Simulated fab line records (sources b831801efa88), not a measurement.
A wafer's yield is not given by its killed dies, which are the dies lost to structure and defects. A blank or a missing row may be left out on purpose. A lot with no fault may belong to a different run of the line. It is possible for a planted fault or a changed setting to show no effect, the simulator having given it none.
Which tool is to blame? | flow sky130 | 14 lots with 42 wafers sampled at 4 steps, on a route of 708 steps

## WHAT EACH GAUGE READ, for each wafer
SKY_CONTACT_BOW_MEAS_05.
lot  | measured     | on           | CONTACT_BOW (um)
L955 | day 30 22:20 | filmMetro-01 | 82 84 84
L957 | day 31 10:04 | filmMetro-01 | 89 77 78
L958 | day 31 17:26 | filmMetro-04 | 80 86 86
L959 | day 32 02:27 | filmMetro-03 | 92 89 89
L960 | day 32 11:41 | filmMetro-01 | 91 93 87
L962 | day 33 08:52 | filmMetro-03 | 87 89 82
L966 | day 34 09:55 | filmMetro-03 | 69 88 84
L967 | day 34 22:31 | filmMetro-04 | 98 97 100
L971 | day 36 00:43 | filmMetro-03 | 84 75 83
L973 | day 36 09:37 | filmMetro-03 | 76 72 79
L974 | day 36 18:52 | filmMetro-03 | 83 89 75
L975 | day 37 03:37 | filmMetro-03 | 70 79 84
L976 | day 37 09:15 | filmMetro-01 | 75 80 92
L977 | day 37 14:49 | filmMetro-01 | 87 79 86

SKY_METAL1_RS_MEAS_05: measures by four-point-probe.
lot  | measured     | on           | METAL1_ALCU_RS (ohm/sq)
L955 | day 32 04:19 | filmMetro-02 | 0.1257 0.1260 0.1260
L957 | day 32 15:16 | filmMetro-01 | 0.1275 0.1279 0.1289
L958 | day 32 22:25 | filmMetro-02 | 0.1256 0.1251 0.1250
L959 | day 33 06:19 | filmMetro-01 | 0.1272 0.1270 0.1273
L960 | day 33 15:11 | filmMetro-03 | 0.1252 0.1251 0.1256
L962 | day 34 13:37 | filmMetro-02 | 0.1279 0.1275 0.1297
L966 | day 35 14:32 | filmMetro-03 | 0.1263 0.1266 0.1258
L967 | day 36 01:57 | filmMetro-03 | 0.1255 0.1266 0.1255
L971 | day 37 04:50 | filmMetro-03 | 0.1255 0.1244 0.1267
L973 | day 37 13:08 | filmMetro-02 | 0.1266 0.1255 0.1255
L974 | day 37 22:47 | filmMetro-02 | 0.1255 0.1259 0.1257
L975 | day 38 07:50 | filmMetro-02 | 0.1258 0.1246 0.1244
L976 | day 38 12:38 | filmMetro-02 | 0.1268 0.1266 0.1273
L977 | day 38 18:55 | filmMetro-03 | 0.1260 0.1266 0.1255

SKY_METAL1_THK_MEAS_06: measures by xrf.
lot  | measured     | on           | METAL1_ALCU_THK (nm)
L955 | day 32 04:25 | filmMetro-02 | 250 249 250
L957 | day 32 15:22 | filmMetro-01 | 245 245 244
L958 | day 32 22:32 | filmMetro-02 | 251 252 252
L959 | day 33 06:26 | filmMetro-01 | 248 246 249
L960 | day 33 15:19 | filmMetro-03 | 252 254 252
L962 | day 34 13:44 | filmMetro-02 | 245 245 241
L966 | day 35 14:40 | filmMetro-03 | 250 254 255
L967 | day 36 02:04 | filmMetro-03 | 253 252 253
L971 | day 37 04:58 | filmMetro-03 | 254 255 252
L973 | day 37 13:15 | filmMetro-02 | 250 251 253
L974 | day 37 22:54 | filmMetro-02 | 251 251 250
L975 | day 38 07:58 | filmMetro-02 | 249 251 253
L976 | day 38 12:44 | filmMetro-02 | 247 246 248
L977 | day 38 19:02 | filmMetro-03 | 253 256 254

## EACH LOT AND THE TOOL THAT RAN IT (in order: tool; ch and the chambers of the sampled wafers; start)
lot  | SKY_VT_ADJUST_HVTR_DEHYDRATE_00
L955 | lithoTrack-04 ch 0, day 9 13:31
L957 | lithoTrack-04 ch 0, day 9 20:43
L958 | lithoTrack-04 ch 0, day 10 04:39
L959 | lithoTrack-04 ch 0, day 10 12:40
L960 | lithoTrack-01 ch 0, day 10 17:47
L962 | lithoTrack-02 ch 0, day 11 05:49
L966 | lithoTrack-04 ch 0, day 12 13:09
L967 | lithoTrack-04 ch 0, day 12 21:57
L971 | lithoTrack-01 ch 0, day 14 00:38
L973 | lithoTrack-01 ch 0, day 14 12:02
L974 | lithoTrack-02 ch 0, day 14 20:40
L975 | lithoTrack-02 ch 0, day 15 05:18
L976 | lithoTrack-01 ch 0, day 15 13:39
L977 | lithoTrack-04 ch 0, day 15 15:57
- SKY_VT_ADJUST_HVTR_DEHYDRATE_00: time 60 s.

## AS READ BY THE TOOLS THEMSELVES (means over the sampled wafers that have a number; for cases with no such wafer, the mark the record gives instead)
SKY_VT_ADJUST_HVTR_DEHYDRATE_00.
lot  | tool          | heaterPowerTotalW (W) | plateTempC (C) | runLengthS (s)
L955 | lithoTrack-04 | 160.30                | 200.02         | 89.34
L957 | lithoTrack-04 | 160.28                | 199.95         | 89.22
L958 | lithoTrack-04 | 160.44                | 199.81         | 89.16
L959 | lithoTrack-04 | 160.50                | 199.80         | 89.27
L960 | lithoTrack-01 | 160.42                | 199.95         | 88.98
L962 | lithoTrack-02 | 160.30                | 199.71         | 89.27
L966 | lithoTrack-04 | 176.80                | -              | 73.45
L967 | lithoTrack-04 | 176.91                | -              | 73.38
L971 | lithoTrack-01 | 160.25                | 200.18         | 88.99
L973 | lithoTrack-01 | 160.25                | 199.90         | 88.99
L974 | lithoTrack-02 | 160.46                | 199.94         | 89.35
L975 | lithoTrack-02 | 160.37                | 200.08         | 89.25
L976 | lithoTrack-01 | 160.40                | 199.61         | 88.92
L977 | lithoTrack-04 | 160.40                | 200.07         | 89.20

## THE ANSWER, worked out from the rows above alone
Rule: the usual values come from the lots themselves. Put in order of their means at a reading, lots are off if they are a third of the lots or fewer, leave a main group of 4 or more, and stand apart from it by a gap of 3 or more times the standard deviation of the main group's means; of several such gaps the widest counts. If all means in a main group match to the digits the tables above print for the reading, that group is not used. Also off: a lot with no number at a reading for which 4 or more lots have one. The other lots that the step has rows for count as sound. After the gauges, taken in route order, come the tools' own readings; for these a lot's mean is taken, as printed above. At the first step where some lot is off, the reading lying furthest off is the one used; lots without a number count as furthest.
Off at SKY_VT_ADJUST_HVTR_DEHYDRATE_00 (plateTempC): L966, L967. Without a number there: L966, L967. The main group has a mean of 199.92 C with a standard deviation of 0.16.
If a tool, at that step or one of the process steps before it, ran each lot that is off and ran no sound lot following the first of them, it fits. No candidate that was tried fits.

## WHAT THE SIMULATOR HAD INSERTED
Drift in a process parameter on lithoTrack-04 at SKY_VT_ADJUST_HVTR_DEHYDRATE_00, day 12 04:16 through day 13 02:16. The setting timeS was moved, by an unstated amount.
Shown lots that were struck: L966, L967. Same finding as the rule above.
